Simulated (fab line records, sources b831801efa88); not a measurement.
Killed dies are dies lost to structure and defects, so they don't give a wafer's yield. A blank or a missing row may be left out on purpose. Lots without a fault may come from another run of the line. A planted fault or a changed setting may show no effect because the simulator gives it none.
Problem report in the 8D (eight disciplines) form, filled by code | flow sky130 | the parts of the form that need people (team, actions taken, sign-off) are left out

1. THE PROBLEM
METAL5_ALCU_RS at SKY_METAL5_RS_MEAS_05 reads a mean of 0.04301 ohm/sq on 1 wafer of 1 lot; wafers without a fault read 0.02693 ohm/sq with a standard deviation of 0.00029. That is +55 standard deviations from the usual mean.
The step: measures by four-point-probe.
First seen on wafer L634.3, day 46 13:01, on film_metro-02. The record holds 27 wafers of 9 lots with a number at this step. Rule for "out", or "out of limits": more than 4 standard deviations from the usual mean. The other wafers with a number count as sound.

2. WHAT IT IS AND WHAT IT IS NOT
question                    | is                | is not
which readings at this step | METAL5_ALCU_RS    | -
which lots                  | L634              | L623, L624, L625, L626, L627, L635, L642, L643
which wafers of those lots  | L634.3            | L634.1, L634.5
read on which gauges        | film_metro-02     | film_metro-01, film_metro-03
when                        | from day 46 13:01 | up to then (17 sound wafers); but 9 sound wafers of L635, L642, L643 came after

3. SUSPECTS, AND WHAT RULES EACH OUT
Counting: a tool at a process step up to the reading stays a suspect if it ran every lot that is out. Sound lots after the first of them don't rule it out here, since some wafers of a struck lot are sound.
- the gauge at SKY_METAL5_RS_MEAS_05: ruled out. All the wafers that are out were read on film_metro-02, but those of them that SKY_METAL5_METAL_ETCH_15 has rows for are out there too, on other tools.
- pvd_sputter-02 at SKY_CAP2M_SPUTTER_02 (material TiN, target thk 200 nm, time 166.7 s): kept. It ran the lot that is out, L634 (day 43 17:56); its last sound lot up to then is L625 (day 41 09:13).
- rie_metal-01 at SKY_CAP2M_METAL_ETCH_13 (etches TiN in Cl2/BCl3, stops on SiO2, target depth 220 nm, time 62.9 s): kept. It ran the lot that is out, L634 (day 44 15:46); its last sound lot up to then is L623 (day 41 11:08).
- plasma_asher-02 at SKY_VIA4_STRIP_13 (strips in O2/N2): kept. It ran the lot that is out, L634 (day 46 11:31).
- pvd_sputter-02 at SKY_METAL5_SPUTTER_02 (material AlCu, target thk 1150 nm, time 61.2 s): kept. It ran the lot that is out, L634 (day 46 12:54); its last sound lot up to then is L626 (day 44 10:48).
Left after counting: pvd_sputter-02 at SKY_CAP2M_SPUTTER_02, rie_metal-01 at SKY_CAP2M_METAL_ETCH_13, plasma_asher-02 at SKY_VIA4_STRIP_13, pvd_sputter-02 at SKY_METAL5_SPUTTER_02.

4. THE CAUSE (what the simulator had put in)
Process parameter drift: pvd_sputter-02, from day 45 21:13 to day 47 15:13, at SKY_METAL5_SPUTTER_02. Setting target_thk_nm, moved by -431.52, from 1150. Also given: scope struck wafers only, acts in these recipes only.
Counting left 4 suspects, and this tool is among them.

5. THE CHAIN OF EFFECTS, in route order
Each row: a reading whose mean over the struck wafers that have a number lies more than 3 standard deviations from the usual. Only readings for which the record gives a usual standard deviation are gone through. hours: the time from each lot's start at the first step in this table that gives one to its start at this step, as a median over the lots. sigmas: the change in usual standard deviations.
hours | step                     | reading         | usual          | on struck wafers | change   | sigmas
0     | SKY_METAL5_RS_MEAS_05    | METAL5_ALCU_RS  | 0.02693 ohm/sq | 0.04301          | +0.01608 | +55
0     | SKY_METAL5_THK_MEAS_06   | METAL5_ALCU_THK | 1154 nm        | 723              | -431     | -29
20    | SKY_METAL5_METAL_ETCH_15 | oes_product_au  | 0.895 a.u.     | 0.723            | -0.172   | -36
The process steps in it:
- SKY_METAL5_METAL_ETCH_15: etches the open film in Cl2/BCl3, stops on SiO2, target depth 1260 nm, time 252 s.

6. WHAT WOULD HAVE CAUGHT IT SOONER
In this record the first reading out of limits at a measuring or inspecting step was taken at day 46 13:01, 16 hours after the fault began at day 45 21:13.
Of the tool readings at SKY_METAL5_SPUTTER_02 for which the record gives a usual standard deviation, none was out on any struck wafer, so an alarm limit of 4 standard deviations on them would not have fired.
All the lots that are out (1) had begun SKY_METAL5_SPUTTER_02 on pvd_sputter-02 by day 46 13:01. A hold on the tool at that time would have spared none of them.
